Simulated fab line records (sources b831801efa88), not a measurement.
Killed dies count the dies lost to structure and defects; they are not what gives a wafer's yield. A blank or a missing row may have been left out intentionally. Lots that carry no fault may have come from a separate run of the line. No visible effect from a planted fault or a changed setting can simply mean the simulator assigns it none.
2 desks, one fault | flow sky130 | each desk holds nothing but its own numbers, with what lay behind them at the end

== AT THE METROLOGY DESK ==
Lot by lot, what the gauges showed, no matter which tool ran the lot: averages of those sampled wafers that carry a number. If a lot's mean is further than 4 standard deviations from the usual mean, the lot is out of limits and carries the mark OUT (the distance appears in the brackets).
Columns: A = VT_ADJUST_NCORE_OVL at SKY_VT_ADJUST_NCORE_OVL_MEAS_08, usual -0.3 nm; B = VT_ADJUST_PCH_OVL at SKY_VT_ADJUST_PCH_OVL_MEAS_07, usual -1.2 nm; C = SONOS_ONO_CVD_04_THK at SKY_SONOS_ONO_THK_MEAS_05, usual 5.75 nm
lot  | first seen here | A    | B    | C
L229 | day 8 14:31     | 0.9  | 0.7  | 5.69
L230 | day 8 14:54     | 1.8  | -2.6 | 5.76
L231 | day 9 07:22     | 0.5  | -0.1 | 6.18
L232 | day 9 09:16     | -1.6 | -0.5 | 6.37 (+5.6) OUT
L233 | day 9 21:34     | 0.5  | -0.3 | 6.48 (+6.7) OUT
L241 | day 12 03:22    | -1.0 | -0.8 | 5.83
L244 | day 13 04:14    | 1.0  | -1.7 | 5.66
L245 | day 13 11:29    | 1.2  | 0.0  | 5.61
L247 | day 13 19:25    | -1.6 | -1.8 | 5.81
L248 | day 14 08:08    | -1.3 | 0.2  | 5.65
L249 | day 14 16:13    | -1.5 | -1.7 | 5.63
L252 | day 15 12:36    | -0.6 | -1.6 | 5.70
Per this desk, out of limits: L232, L233; the first was L232, day 12 14:55 (SONOS_ONO_CVD_04_THK at SKY_SONOS_ONO_THK_MEAS_05). Within limits: L229, L230, L231, L241, L244, L245, L247, L248, L249, L252.

== AT THE TOOL OWNER'S DESK: lpcvd-03 ==
The tool's own readings at SKY_SONOS_ONO_CVD_04 (deposits SiO2 from SiH4/N2O, target thk 5.7199 nm): means of the sampled wafers that have a number, for each lot that ran on this tool. If a lot's mean is further than 4 standard deviations from the usual mean, the lot is out of limits and carries the mark OUT (the distance appears in the brackets).
Columns: A = pressureMtorr at SKY_SONOS_ONO_CVD_04, usual 400.2 mTorr; B = spikeTcCentreC at SKY_SONOS_ONO_CVD_04, usual 901.1 C; C = zonePowerUpperPct at SKY_SONOS_ONO_CVD_04, usual 18.0 %
lot  | first seen here | A                       | B     | C
L229 | day 11 15:03    | 400.4                   | 901.7 | 17.1
L230 | day 11 15:03    | 399.7                   | 899.9 | 18.7
L231 | day 12 08:16    | 480.0 (+99 or more) OUT | 902.6 | 17.2
L232 | day 12 13:02    | 480.3 (+99 or more) OUT | 900.3 | 18.8
L233 | day 13 02:34    | 480.2 (+99 or more) OUT | 902.7 | 17.0
L241 | day 15 13:40    | 401.4                   | 901.6 | 17.1
L244 | day 16 16:32    | 399.5                   | 901.1 | 18.7
L245 | day 17 04:18    | 400.9                   | 900.1 | 18.7
L247 | day 17 11:26    | 400.0                   | 900.7 | 18.6
L248 | day 18 02:58    | 399.8                   | 900.5 | 18.8
L249 | day 18 13:23    | 399.5                   | 900.8 | 17.1
L252 | day 19 12:40    | 399.8                   | 899.2 | 18.7
This desk's verdict: out of limits on L231, L232, L233, starting with L231 at day 12 08:16 (pressureMtorr at SKY_SONOS_ONO_CVD_04). Within limits: L229, L230, L241, L244, L245, L247, L248, L249, L252.

== ALL TOGETHER ==
At day 12 08:16, on L231, L232, L233, the tool owner's desk was in a position to raise an alarm.
On L232, L233, the metrology desk was in a position to raise an alarm at day 12 14:55.
The metrology desk has L231 on record, within its limits.
SKY_SONOS_ONO_CVD_04 was run on lpcvd-03 by each of the lots named.

== WHAT WAS PUT IN BY THE SIMULATOR ==
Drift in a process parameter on lpcvd-03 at SKY_SONOS_ONO_CVD_04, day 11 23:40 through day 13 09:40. From 400, the setting pressureMtorr moved by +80.
Shown lots that were struck: L231, L232, L233.
Hours from the fault's start to each desk's first reading out of limits: the tool owner's desk, 9; the metrology desk, 15.
